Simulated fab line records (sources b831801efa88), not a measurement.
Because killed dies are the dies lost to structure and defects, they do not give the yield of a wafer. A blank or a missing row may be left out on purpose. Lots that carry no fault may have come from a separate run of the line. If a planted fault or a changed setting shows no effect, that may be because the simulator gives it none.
Chamber matching    flow gf180mcu    GF_CONTACT_CVD_02 on pecvd-01: 3 sister chambers
The step deposits SiO2 from TEOS, target thk 860 nm, time 95.992 s. 3 wafers are shown with their chamber, then 6 later ones without.

WAFERS PAIRED WITH THEIR CHAMBERS
wafer   chamber  heater power w (W)
L196.5  2        472
L201.1  1        990
L201.2  0        699

WAFERS WITHOUT THEIR CHAMBER
wafer   heater power w (W)
L201.3  541
L205.2  749
L205.3  507
L205.4  812
L213.3  591
L213.4  923

THE CHAMBER EACH PASSED THROUGH
wafer   from the rows above      in truth
L201.3  can't be placed: 2 or 0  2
L205.2  0                        0
L205.3  can't be placed: 2 or 0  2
L205.4  can't be placed: 0 or 1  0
L213.3  can't be placed: 0 or 2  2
L213.4  can't be placed: 1 or 0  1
Correctly placed: 1 of 6. Unplaceable from these rows: 5, with the true chamber sitting among the candidates in 5. Number placed wrongly: 0.
How it was worked out, from the rows above alone: a wafer's distance from a chamber is the root of the sum, over the readings, of the square of ((its reading less the chamber's mean) divided by the reading's scatter). If the next closest chamber is less than 2 further off than the closest, the wafer can't be placed; otherwise it belongs to the closest. The mean given for a chamber averages the wafers shown for that chamber. The scatter: root of mean squared gap, hidden wafer to nearest shown wafer, with one shown wafer a chamber.
